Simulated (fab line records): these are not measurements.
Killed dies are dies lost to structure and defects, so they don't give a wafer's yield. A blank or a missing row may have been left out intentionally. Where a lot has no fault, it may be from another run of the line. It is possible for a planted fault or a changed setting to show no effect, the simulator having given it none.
Matching of chambers | flow gf180mcu | 4 sister chambers for GF_V4_CMP_26 on cmp-01
The step polishes, stops on SiO2, t overpolish 15 s, target thk 0 nm. 22 wafers are shown with their chamber, then 11 later ones without.

EACH WAFER AND ITS CHAMBER
wafer  | chamber | motor-current-A (A) | time-to-endpoint-s (s) | overpolish-run-s (s)
L074.3 | 3       | 9.1                 | 84                     | 15.018
L074.4 | 1       | 11.7                | 84                     | 14.999
L074.5 | 0       | 8.8                 | 81                     | 15.007
L079.3 | 0       | 8.7                 | 81                     | 14.997
L079.5 | 3       | 8.7                 | 79                     | 14.999
L079.6 | 0       | 9.8                 | 76                     | 14.998
L081.2 | 2       | 11.3                | 90                     | 14.992
L081.3 | 3       | 9.2                 | 85                     | 15.006
L081.5 | 0       | 8.9                 | 83                     | 15.003
L082.2 | 1       | 12.3                | 81                     | 14.991
L082.3 | 0       | 8.6                 | 82                     | 15.001
L082.6 | 3       | 8.7                 | 85                     | 15.012
L084.2 | 2       | 11.9                | 89                     | 15.002
L084.4 | 3       | 9.8                 | 80                     | 14.997
L084.6 | 1       | 12.0                | 81                     | 15.001
L085.2 | 0       | 9.3                 | 77                     | 15.008
L085.4 | 1       | 11.6                | 82                     | 14.992
L085.5 | 2       | 12.3                | 89                     | 14.986
L089.3 | 1       | 11.8                | 81                     | 14.995
L089.4 | 3       | 9.3                 | 82                     | 14.997
L089.6 | 2       | 11.7                | 90                     | 14.992
L092.3 | 0       | 8.9                 | 82                     | 15.014

SIGNATURES, as means of the wafers listed above
reading            | chamber 0 | chamber 1 | chamber 2 | chamber 3 | scatter within a chamber
motor-current-A    | 9.000     | 11.880    | 11.800    | 9.133     | 0.389
time-to-endpoint-s | 80.29     | 81.80     | 89.50     | 82.50     | 2.17
overpolish-run-s   | 15.00400  | 14.99560  | 14.99300  | 15.00483  | 0.00671
Rule: a wafer's distance from a chamber is the root of the sum, over the readings, of the square of ((its reading less the chamber's mean) divided by the reading's scatter). The wafer belongs to the nearest chamber; if the next one is less than 2 further off, it can't be placed. The scatter: take each reading less its chamber's mean, square it, sum over the shown wafers, divide by the number of wafers less the number of chambers, and take the root.

WAFERS WITHOUT THEIR CHAMBER
wafer  | motor-current-A (A) | time-to-endpoint-s (s) | overpolish-run-s (s)
L092.4 | 12.1                | 85                     | 14.992
L092.6 | 8.8                 | 83                     | 15.013
L093.2 | 9.3                 | 81                     | 15.010
L093.3 | 9.3                 | 80                     | 14.989
L093.4 | 11.7                | 81                     | 15.001
L095.1 | 9.2                 | 82                     | 15.004
L095.3 | 12.0                | 81                     | 15.008
L095.5 | 11.8                | 82                     | 15.001
L096.1 | 11.2                | 79                     | 14.997
L096.2 | 9.3                 | 77                     | 15.016
L096.6 | 11.6                | 85                     | 15.006

WHICH CHAMBER EACH ONE RAN IN
wafer  | from the rows above     | in truth
L092.4 | can't be placed: 1 or 2 | 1
L092.6 | can't be placed: 3 or 0 | 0
L093.2 | can't be placed: 3 or 0 | 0
L093.3 | can't be placed: 0 or 3 | 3
L093.4 | 1                       | 1
L095.1 | can't be placed: 3 or 0 | 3
L095.3 | 1                       | 1
L095.5 | 1                       | 1
L096.1 | 1                       | 1
L096.2 | can't be placed: 0 or 3 | 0
L096.6 | can't be placed: 1 or 2 | 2
Correct placement for 4 of the 11. Unplaceable from these rows: 7, with the true chamber sitting among the candidates in 7. Placed wrongly: 0.
